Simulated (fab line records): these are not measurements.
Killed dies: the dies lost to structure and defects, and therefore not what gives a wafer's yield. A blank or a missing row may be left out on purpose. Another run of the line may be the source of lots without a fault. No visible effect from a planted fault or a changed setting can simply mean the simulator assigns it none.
fab line records    flow sky130    part 2 of 2: steps 27 to 36 of 36
record lots=5  wafers=15  last_day=49
route steps=708 shown METAL2@491 VIA2@507
lots that met no fault: taken from a fault-free run of the same line
start_h: hours from the record's first day to the start of the lot's first wafer shown    wait_h: how many hours have passed since the lot's step before this one    " the same as in the row above    L1.1+2: a row that stands for several wafers    - value missing, or start not given    * or withheld: withheld    < > ~ a bound
route shown NAME@n: names a module that has steps shown in the file, with the first one's number in the route    usual: average and standard deviation across the fault-free wafers    same: alike in all rows    chamber/n: place in a boat    sites: the reading at each site    _std_site: standard deviation across them    _edge_site: outer sites' mean less inner sites'    radius_mm: for every site, how far away it sits from the centre of the wafer    mask NAME#n: copy n    behind: the most recent tool/chamber to have shaped the wafer    hold: why the lot went on hold/how many hours it stayed there/how the hold came to an end    device: which transistor (n, p or np) failed to switch    end of line: tests of these same wafers at the route's end    for a step that has no rows: nothing shown but its recipe    killed: not the wafer's yield, but the dies lost to structure and defects at the first sort    map: dies across one wafer; x = killed, . = not, _ = none there
set.NAME: the setting that was run; set.NAME@STEP: the one run at that earlier step    model.NAME: the simulator's own value behind a step, which no gauge read
lots at selected steps of the route; one table per step, one row per wafer
services: when a tool's chamber went out of use (start_h, in hours from the record's first day, below 0 if earlier), for how many hours, and the reason
## steps
# step SKY_VIA2_PEB_10
# recipe peb_temp_c=withheld  peb_time_s=withheld  resist=KrF-thick
# usual chill_plate_temp_C=*
lot.wafer  tool            chamber  start_h  wait_h  chill_plate_temp_C
L082.1     litho_track-03  0        -        -       *
L082.4     "               0        "        "       *
L082.6     "               0        "        "       *
L084.2     litho_track-02  0        -        -       *
L084.3     "               0        "        "       *
L084.5     "               0        "        "       *
L085.2     litho_track-01  0        -        -       *
L085.3     "               0        "        "       *
L085.6     "               0        "        "       *
L089.3     litho_track-01  0        -        -       *
L089.5     "               0        "        "       *
L089.6     "               0        "        "       *
L090.3     litho_track-01  0        -        -       *
L090.4     "               0        "        "       *
L090.6     "               0        "        "       *
# step SKY_VIA2_DEVELOP_11
# recipe develop_time_s=60  resist=KrF-thick  dev_temp_c=21
# usual chill_plate_temp_C=23.03/0.12  developer_temp_C=20.99/0.1
lot.wafer  tool            chamber  start_h  wait_h  chill_plate_temp_C  developer_temp_C
L082.1     litho_track-03  0        -        -       23.06               20.95
L082.4     "               0        "        "       22.98               21.10
L082.6     "               0        "        "       23.02               21.20
L084.2     litho_track-02  0        -        -       23.09               21.05
L084.3     "               0        "        "       23.13               21.07
L084.5     "               0        "        "       23.24               21.11
L085.2     litho_track-01  0        -        -       23.02               20.92
L085.3     "               0        "        "       23.12               20.95
L085.6     "               0        "        "       22.98               21.14
L089.3     litho_track-01  0        -        -       23.17               21.00
L089.5     "               0        "        "       23.20               20.93
L089.6     "               0        "        "       23.08               20.79
L090.3     litho_track-01  0        -        -       23.15               20.76
L090.4     "               0        "        "       23.06               20.84
L090.6     "               0        "        "       23.15               21.04
# step SKY_VIA2_CD_MEAS_12
# recipe target_cd_nm=200
# usual cd_nm=200.0/1.5
lot.wafer  tool       chamber  start_h  wait_h  cd_nm
L082.1     cd_sem-02  -        914.49   -       199.3
L082.4     "          -        "        "       200.2
L082.6     "          -        "        "       198.3
L084.2     cd_sem-02  -        918.47   -       202.7
L084.3     "          -        "        "       201.2
L084.5     "          -        "        "       201.3
L085.2     cd_sem-02  -        927.70   -       202.6
L085.3     "          -        "        "       200.1
L085.6     "          -        "        "       202.5
L089.3     cd_sem-02  -        957.62   -       201.1
L089.5     "          -        "        "       200.3
L089.6     "          -        "        "       200.3
L090.3     cd_sem-02  -        961.87   -       200.5
L090.4     "          -        "        "       200.6
L090.6     "          -        "        "       200.2
# step SKY_VIA2_OVL_MEAS_13
# usual VIA2_OVL=1/7.3
lot.wafer  tool        chamber  start_h  wait_h  VIA2_OVL[nm]
L082.1     overlay-02  -        914.61   0.1     -1
L082.4     "           -        "        "       10
L082.6     "           -        "        "       6
L084.2     overlay-01  -        918.57   0.1     10
L084.3     "           -        "        "       -1
L084.5     "           -        "        "       3
L085.2     overlay-01  -        927.81   0.1     -3
L085.3     "           -        "        "       12
L085.6     "           -        "        "       -2
L089.3     overlay-02  -        957.71   0.1     7
L089.5     "           -        "        "       2
L089.6     "           -        "        "       -7
L090.3     overlay-01  -        961.96   0.1     11
L090.4     "           -        "        "       8
L090.6     "           -        "        "       0
# step SKY_VIA2_ETCH_14
# recipe chemistry=N2/H2  target=BARC  ion_energy_ev=200  source_w=500  bias_w=100  pressure_mtorr=30  n2_flow_sccm=100  h2_flow_sccm=200  stop_on=SiO2  time_s=45.9  target_depth_a=600
# usual drypump_motor_current_A=5.7/0.47  oes_product_au=0.855/0.0048  throttle_valve_pct=13.225/0.0085
lot.wafer  tool         chamber  start_h  wait_h  drypump_motor_current_A  oes_product_au  rf_hours_counter_h  throttle_valve_pct
L082.1     rie_diel-03  3        914.65   0.0     5.6                      0.861           14                  13.223
L082.4     "            2        "        "       6.0                      0.858           -                   13.209
L082.6     "            3        "        "       5.6                      0.861           -                   13.223
L084.2     rie_diel-03  3        918.60   0.0     5.7                      0.849           14                  13.227
L084.3     "            0        "        "       6.6                      0.856           14                  13.223
L084.5     "            1        "        "       6.3                      0.846           -                   13.234
L085.2     rie_diel-04  0        927.84   0.0     4.8                      0.854           21                  13.231
L085.3     "            1        "        "       5.2                      0.858           9                   13.219
L085.6     "            1        "        "       5.2                      0.854           -                   13.205
L089.3     rie_diel-04  1        957.74   0.0     5.1                      0.853           10                  13.229
L089.5     "            2        "        "       5.6                      0.855           -                   13.232
L089.6     "            1        "        "       5.1                      0.851           -                   13.223
L090.3     rie_diel-01  2        961.99   0.0     6.0                      0.857           11                  13.219
L090.4     "            1        "        "       5.3                      0.846           9                   13.237
L090.6     "            1        "        "       5.4                      0.855           -                   13.206
# step SKY_VIA2_ETCH_15
# recipe target=SiO2  chemistry=C4F8/O2/Ar  target_depth_nm=546  stop_on=TiN  mask_material=KrF-thick  source_w=1500  bias_w=1200  pressure_mtorr=40  c4f8_flow_sccm=withheld  O2_flow_sccm=6  Ar_flow_sccm=300  time_s=84
# usual oes_product_au=0.941/0.0046
lot.wafer  tool         chamber  start_h  wait_h  oes_product_au  rf_hours_counter_h
L082.1     rie_diel-03  3        914.69   0.0     0.935           14
L082.4     "            2        "        "       0.939           -
L082.6     "            3        "        "       0.935           -
L084.2     rie_diel-03  3        918.65   0.0     0.942           14
L084.3     "            0        "        "       0.946           14
L084.5     "            1        "        "       0.949           -
L085.2     rie_diel-04  0        927.88   0.0     0.941           22
L085.3     "            1        "        "       0.942           9
L085.6     "            1        "        "       0.941           -
L089.3     rie_diel-04  1        957.78   0.0     0.947           10
L089.5     "            2        "        "       0.940           -
L089.6     "            1        "        "       0.942           -
L090.3     rie_diel-01  2        962.03   0.0     0.941           11
L090.4     "            1        "        "       0.944           9
L090.6     "            1        "        "       0.938           -
# step SKY_VIA2_STRIP_16
# recipe chemistry=O2/N2  power_w=1400  pressure_mtorr=1500  platen_temp_c=withheld  o2_flow_sccm=3000  n2_flow_sccm=300  overash_fraction=0.5
# usual drypump_motor_current_A=5.7/0.39  oes_product_au=0.399/0.0049  strip_time_to_endpoint_s=4.052/0.02
lot.wafer  tool             chamber  start_h  wait_h  drypump_motor_current_A  oes_product_au  rf_hours_counter_h  strip_time_to_endpoint_s
L082.1     plasma_asher-04  1        914.75   0.0     5.8                      0.401           77                  4.072
L082.4     "                1        "        "       5.8                      0.399           -                   4.038
L082.6     "                1        "        "       5.8                      0.400           -                   4.038
L084.2     plasma_asher-02  1        918.71   0.0     6.4                      0.396           18                  4.053
L084.3     "                1        "        "       6.4                      0.390           -                   4.042
L084.5     "                0        "        "       5.6                      0.396           -                   4.027
L085.2     plasma_asher-03  1        927.94   0.0     5.2                      0.393           108                 4.051
L085.3     "                1        "        "       5.2                      0.398           -                   4.070
L085.6     "                0        "        "       5.3                      0.403           -                   4.096
L089.3     plasma_asher-02  0        957.88   0.1     5.6                      0.397           -                   4.045
L089.5     "                1        "        "       6.4                      0.398           -                   4.060
L089.6     "                0        "        "       5.6                      0.404           -                   4.045
L090.3     plasma_asher-02  1        962.13   0.1     6.4                      0.393           -                   4.042
L090.4     "                0        "        "       5.6                      0.403           -                   4.056
L090.6     "                1        "        "       6.4                      0.403           -                   4.042
# step SKY_VIA2_STRIP_17
# recipe chemistry=post_etch_residue_remover  time_s=1200  temp_c=72.5
lot.wafer   tool          chamber  start_h  wait_h
L082.1+4+6  wet_bench-02  3        914.85   0.1
L084.2+3+5  wet_bench-02  1        918.81   0.1
L085.2+3+6  wet_bench-02  3        928.04   0.1
L089.3+5+6  wet_bench-04  2        957.94   0.0
L090.3+4+6  wet_bench-03  1        962.19   0.0
# step SKY_VIA2_CLEAN_18
# recipe chemistry=IPA  time_s=180  temp_c=25
lot.wafer   tool          chamber  start_h  wait_h
L082.1+4+6  wet_bench-04  1        915.19   0.0
L084.2+3+5  wet_bench-04  3        919.15   0.0
L085.2+3+6  wet_bench-03  2        928.38   0.0
L089.3+5+6  wet_bench-04  0        958.28   0.0
L090.3+4+6  wet_bench-04  2        962.60   0.0
# step SKY_VIA2_CLEAN_19
# recipe chemistry=O3/DIW  dry=n2_spin
lot.wafer   tool          chamber  start_h  wait_h
L082.1+4+6  wet_bench-03  1        915.31   0.0
L084.2+3+5  wet_bench-03  0        919.21   0.0
L085.2+3+6  wet_bench-02  0        928.44   0.0
L089.3+5+6  wet_bench-04  0        958.34   0.0
L090.3+4+6  wet_bench-02  1        962.66   0.0
## services
tool            chamber  start_h  hours  kind
krf_scanner-02  -        865.25   4.4    pm
rie_diel-03     1        865.74   8.0    repair
hdpcvd-02       2        870.18   2.5    repair
rie_diel-04     3        870.59   6.4    repair
krf_scanner-02  -        877.70   4.0    pm
rie_diel-03     0        883.08   4.6    repair
krf_scanner-02  -        885.54   5.3    repair
wet_bench-02    -        891.49   2.0    repair
rie_metal-01    1        897.80   8.6    repair
rie_metal-01    0        898.06   2.3    repair
wet_bench-03    -        906.39   4.4    pm
cmp-01          -        913.03   0.5    repair
rie_diel-03     1        913.54   3.3    repair
rie_diel-04     2        914.48   2.0    repair
wet_bench-04    -        922.44   24.9   repair
cmp-01          -        927.67   1.3    repair
rie_diel-04     2        933.97   7.7    repair
krf_scanner-01  -        939.28   1.0    pm
krf_scanner-02  -        944.99   0.8    pm
hdpcvd-02       1        945.15   3.5    repair
krf_scanner-01  -        945.63   0.3    repair
krf_scanner-01  -        950.52   4.8    repair
rie_metal-01    -        954.52   0.3    repair
rie_diel-03     0        960.10   11.7   repair
